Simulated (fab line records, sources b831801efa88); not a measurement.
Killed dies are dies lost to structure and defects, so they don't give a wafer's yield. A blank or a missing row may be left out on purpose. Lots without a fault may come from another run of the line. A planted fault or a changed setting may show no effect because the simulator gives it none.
Problem report in the 8D (eight disciplines) form, filled by code | flow gf180mcu | the parts of the form that need people (team, actions taken, sign-off) are left out

1. THE PROBLEM
oes_product_au at GF_PASSIVATION_STRIP_12 reads a mean of 0.694 a.u. on 6 wafers of 2 lots; wafers without a fault read 0.718 a.u. with a standard deviation of 0.0042. That is -5.6 standard deviations from the usual mean.
The step: strips in O2/N2.
First seen on wafer L506.2, day 31 03:21, on plasma_asher-01. The record holds 39 wafers of 13 lots with a number at this step. Rule for "out", or "out of limits": more than 4 standard deviations from the usual mean. The other wafers with a number count as sound.

2. WHAT IT IS AND WHAT IT IS NOT
question                    | is                                       | is not
which readings at this step | oes_product_au, strip_time_to_endpoint_s | drypump_motor_current_A, heater_power_w, n2_flow_sccm
which lots                  | L506, L507                               | L499, L500, L511, L514, L515, L516, L518, L519, L520, L521, L522
which wafers of those lots  | all that have a number                   | -
read on which tools         | plasma_asher-01                          | plasma_asher-02, plasma_asher-04
when                        | from day 31 03:21                        | up to then (6 sound wafers); but 27 sound wafers of L511, L514, L515, L516, L518, L519, L520, L521, L522 came after

3. SUSPECTS, AND WHAT RULES EACH OUT
Counting: a tool at a process step up to the reading stays a suspect if it ran every lot that is out and no sound lot after the first of them.
- plasma_asher-01 at GF_PASSIVATION_STRIP_12 (strips in O2/N2): kept. It ran every lot that is out, first L506 (day 31 03:21), and no sound lot after that; its last sound lot up to then is L500 (day 29 09:46). Its own readings are out on those wafers: oes_product_au, strip_time_to_endpoint_s.
Left after counting: plasma_asher-01 at GF_PASSIVATION_STRIP_12.

4. THE CAUSE (what the simulator had put in)
Process parameter drift: plasma_asher-01, from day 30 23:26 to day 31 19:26, at GF_PASSIVATION_STRIP_12. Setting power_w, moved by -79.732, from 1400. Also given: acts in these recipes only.
Counting left only this tool.

5. THE CHAIN OF EFFECTS, in route order
Each row: a reading whose mean over the struck wafers that have a number lies more than 3 standard deviations from the usual. Only readings for which the record gives a usual standard deviation are gone through. hours: the time from each lot's start at the first step in this table that gives one to its start at this step, as a median over the lots. sigmas: the change in usual standard deviations.
hours | step                    | reading                  | usual      | on struck wafers | change | sigmas
0     | GF_PASSIVATION_STRIP_12 | oes_product_au           | 0.718 a.u. | 0.694            | -0.024 | -5.6
0     | GF_PASSIVATION_STRIP_12 | strip_time_to_endpoint_s | 33.0 s     | 34.7             | +1.7   | +5.5
The process steps in it:
- GF_PASSIVATION_STRIP_12: strips in O2/N2.

6. WHAT WOULD HAVE CAUGHT IT SOONER
In this record the first reading out of limits was taken at day 31 03:21, 4 hours after the fault began at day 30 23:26.
